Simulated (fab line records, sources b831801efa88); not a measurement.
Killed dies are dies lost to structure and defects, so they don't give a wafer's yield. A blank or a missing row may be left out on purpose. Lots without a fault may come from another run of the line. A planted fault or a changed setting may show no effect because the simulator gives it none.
Which tool did it? | flow sky130 | 15 lots, 45 wafers sampled, at 4 steps of a route of 708

WHAT THE GAUGES READ, wafer by wafer
The record holds no reading of a measuring or inspecting step that can be judged against a usual standard deviation.

WHICH TOOL RAN EACH LOT (tool, then ch and the chambers of the sampled wafers, then the start)
lot  | SKY_VIA2_CMP_02               | SKY_VIA2_SPUTTER_20          | SKY_METAL3_STRIP_19                  | SKY_CAP2M_CVD_00
L464 | cmp-01 ch 0,3, day 36 14:13   | pvd_sputter-01, day 37 17:11 | plasma_asher-04 ch 0, day 39 23:23   | pecvd-03 ch 0,1,2, day 41 02:58
L465 | cmp-01 ch 2,3, day 36 23:56   | pvd_sputter-03, day 38 02:55 | plasma_asher-03 ch 0,1, day 40 09:28 | pecvd-01 ch 0,2, day 41 13:53
L466 | cmp-01 ch 0,1,2, day 37 00:40 | pvd_sputter-03, day 38 03:14 | plasma_asher-02 ch 0,1, day 40 08:59 | pecvd-04 ch 0,1,2, day 41 12:59
L467 | cmp-01 ch 0,2,3, day 37 19:11 | pvd_sputter-04, day 38 21:43 | plasma_asher-02 ch 0,1, day 41 01:46 | pecvd-01 ch 0,1, day 42 04:43
L472 | cmp-01 ch 0,1,3, day 38 22:10 | pvd_sputter-03, day 40 00:44 | -                                    | -
L473 | cmp-01 ch 1,2,3, day 39 01:38 | pvd_sputter-04, day 40 04:12 | -                                    | -
L474 | cmp-01 ch 0,1,3, day 39 11:26 | pvd_sputter-04, day 40 14:24 | -                                    | -
L475 | cmp-01 ch 1,2,3, day 40 08:23 | pvd_sputter-01, day 41 10:20 | plasma_asher-02 ch 0,1, day 43 12:17 | pecvd-03 ch 0,1, day 44 13:55
L478 | cmp-02 ch 2,3, day 41 12:14   | pvd_sputter-03, day 42 13:20 | plasma_asher-04 ch 0,1, day 44 14:02 | pecvd-03 ch 0,2, day 45 16:04
L479 | cmp-02 ch 0,1,3, day 41 13:44 | pvd_sputter-01, day 42 14:53 | plasma_asher-03 ch 0,1, day 44 14:58 | pecvd-01 ch 0,1,2, day 45 17:43
L480 | cmp-02 ch 1,2, day 42 06:11   | pvd_sputter-04, day 43 06:55 | plasma_asher-02 ch 0,1, day 45 06:33 | pecvd-03 ch 1,2, day 46 06:52
L483 | cmp-01 ch 0,1,2, day 42 10:22 | pvd_sputter-04, day 43 11:18 | plasma_asher-02 ch 0,1, day 45 11:06 | pecvd-04 ch 0,1, day 46 11:52
L482 | cmp-02 ch 2,3, day 42 11:38   | pvd_sputter-03, day 43 12:10 | plasma_asher-03 ch 0,1, day 45 11:42 | pecvd-04 ch 0,1,2, day 46 12:56
L481 | cmp-01 ch 0,1,2, day 42 12:33 | pvd_sputter-01, day 43 13:17 | plasma_asher-03 ch 0,1, day 45 13:33 | pecvd-04 ch 1,2, day 46 14:27
L484 | cmp-01 ch 0,2,3, day 42 16:51 | pvd_sputter-03, day 43 17:56 | plasma_asher-04 ch 0,1, day 45 17:49 | pecvd-04 ch 0,1,2, day 46 18:30
- SKY_VIA2_CMP_02: polishes SiO2.
- SKY_VIA2_SPUTTER_20: material TiN, target thk 20 nm, time 80 s.
- SKY_METAL3_STRIP_19: strips in O2/N2.
- SKY_CAP2M_CVD_00: deposits SiO2, target thk 15.5 nm.

WHAT THE TOOLS THEMSELVES READ (means of the sampled wafers that have a number; where no wafer has one, the mark that the record gives instead)
SKY_VIA2_CMP_02. Usual: motor_current_A 13.1 A, standard deviation 1.5.
lot  | tool   | motor_current_A (A) | flag
L464 | cmp-01 | 14.5                |
L465 | cmp-01 | 15.6                |
L466 | cmp-01 | 13.4                |
L467 | cmp-01 | 14.3                |
L472 | cmp-01 | 13.6                |
L473 | cmp-01 | 13.5                |
L474 | cmp-01 | 14.0                |
L475 | cmp-01 | 13.8                |
L478 | cmp-02 | 11.7                |
L479 | cmp-02 | 11.6                |
L480 | cmp-02 | 13.3                |
L483 | cmp-01 | 13.2                |
L482 | cmp-02 | 12.5                |
L481 | cmp-01 | 13.1                |
L484 | cmp-01 | 14.8                |

SKY_VIA2_SPUTTER_20. Usual: cathode_dc_power_W 4000.0 W, standard deviation 0.69; chamber_pressure_pa 4.999 Pa, standard deviation 0.01; throttle_valve_pct 29.6 %, standard deviation 1.2.
lot  | tool           | cathode_dc_power_W (W) | chamber_pressure_pa (Pa) | throttle_valve_pct (%) | flag
L464 | pvd_sputter-01 | 4000.0                 | 5.004                    | 29.9                   |
L465 | pvd_sputter-03 | 4000.9                 | 4.992                    | 29.6                   |
L466 | pvd_sputter-03 | 3999.4                 | 5.003                    | 29.9                   |
L467 | pvd_sputter-04 | 4000.1                 | 5.008                    | 29.2                   |
L472 | pvd_sputter-03 | -                      | -                        | -                      | OFF
L473 | pvd_sputter-04 | -                      | -                        | -                      | OFF
L474 | pvd_sputter-04 | -                      | -                        | -                      | OFF
L475 | pvd_sputter-01 | 4000.2                 | 5.016                    | 30.3                   |
L478 | pvd_sputter-03 | 4000.1                 | 4.994                    | 29.6                   |
L479 | pvd_sputter-01 | 4000.3                 | 5.008                    | 29.8                   |
L480 | pvd_sputter-04 | 3999.9                 | 4.997                    | 30.0                   |
L483 | pvd_sputter-04 | 3999.9                 | 4.999                    | 30.6                   |
L482 | pvd_sputter-03 | 3999.8                 | 4.994                    | 29.7                   |
L481 | pvd_sputter-01 | 4000.2                 | 5.001                    | 28.9                   |
L484 | pvd_sputter-03 | 4000.8                 | 4.992                    | 29.1                   |

SKY_METAL3_STRIP_19. Usual: drypump_motor_current_A 5.6 A, standard deviation 0.37; n2_flow_sccm 299.9 sccm, standard deviation 0.92; oes_product_au 0.503 a.u., standard deviation 0.0064; strip_time_to_endpoint_s 6.54 s, standard deviation 0.11.
lot  | tool            | drypump_motor_current_A (A) | n2_flow_sccm (sccm) | oes_product_au (a.u.) | strip_time_to_endpoint_s (s) | flag
L464 | plasma_asher-04 | 5.6                         | 300.2               | 0.507                 | 6.62                         |
L465 | plasma_asher-03 | 6.1                         | 300.6               | 0.497                 | 6.46                         |
L466 | plasma_asher-02 | 5.4                         | 299.1               | 0.504                 | 6.56                         |
L467 | plasma_asher-02 | 5.4                         | 300.2               | 0.498                 | 6.37                         |
L475 | plasma_asher-02 | 5.4                         | 299.9               | 0.511                 | 6.79                         |
L478 | plasma_asher-04 | 5.6                         | 298.9               | 0.505                 | 6.63                         |
L479 | plasma_asher-03 | 5.7                         | 300.3               | 0.509                 | 6.58                         |
L480 | plasma_asher-02 | 5.5                         | 301.8               | 0.499                 | 6.51                         |
L483 | plasma_asher-02 | 5.4                         | 300.2               | 0.508                 | 6.61                         |
L482 | plasma_asher-03 | 6.0                         | 299.0               | 0.499                 | 6.44                         |
L481 | plasma_asher-03 | 6.0                         | 300.1               | 0.504                 | 6.50                         |
L484 | plasma_asher-04 | 5.6                         | 299.9               | 0.506                 | 6.63                         |

SKY_CAP2M_CVD_00. Usual: heater_power_outer_w 429 W, standard deviation 73; heater_power_w 739 W, standard deviation 120; rf_fwd_power_W 442.5 W, standard deviation 2.3.
lot  | tool     | heater_power_outer_w (W) | heater_power_w (W) | rf_fwd_power_W (W) | flag
L464 | pecvd-03 | 402                      | 693                | 440.7              |
L465 | pecvd-01 | 402                      | 692                | 444.3              |
L466 | pecvd-04 | 464                      | 827                | 442.0              |
L467 | pecvd-01 | 391                      | 664                | 441.4              |
L475 | pecvd-03 | 497                      | 822                | 439.3              |
L478 | pecvd-03 | 349                      | 602                | 442.1              |
L479 | pecvd-01 | 386                      | 654                | 444.1              |
L480 | pecvd-03 | 306                      | 561                | 443.4              |
L483 | pecvd-04 | 512                      | 842                | 442.0              |
L482 | pecvd-04 | 477                      | 834                | 442.2              |
L481 | pecvd-04 | 493                      | 825                | 443.1              |
L484 | pecvd-04 | 467                      | 795                | 441.7              |

THE ANSWER, worked out from the rows above alone
Rule: a lot is off if the mean of its wafers that have a number lies more than 3 standard deviations from the usual mean. A lot without any number at a reading at which 4 lots or more have one is off too. The other lots that the step has rows for count as sound. The gauges are gone through in route order, then the tools' own readings, and for those a lot's mean is taken as printed above. The first step at which some lot is off is used, and at that step the reading that is off furthest; a lot without a number counts as furthest.
Off: L472, L473, L474, at SKY_VIA2_SPUTTER_20 (cathode_dc_power_W). Without a number there: L472, L473, L474.
A tool fits if, at that step or a process step before it, it ran every lot that is off, and no sound lot after the first of them. None of those tried fits.

WHAT THE SIMULATOR HAD PUT IN
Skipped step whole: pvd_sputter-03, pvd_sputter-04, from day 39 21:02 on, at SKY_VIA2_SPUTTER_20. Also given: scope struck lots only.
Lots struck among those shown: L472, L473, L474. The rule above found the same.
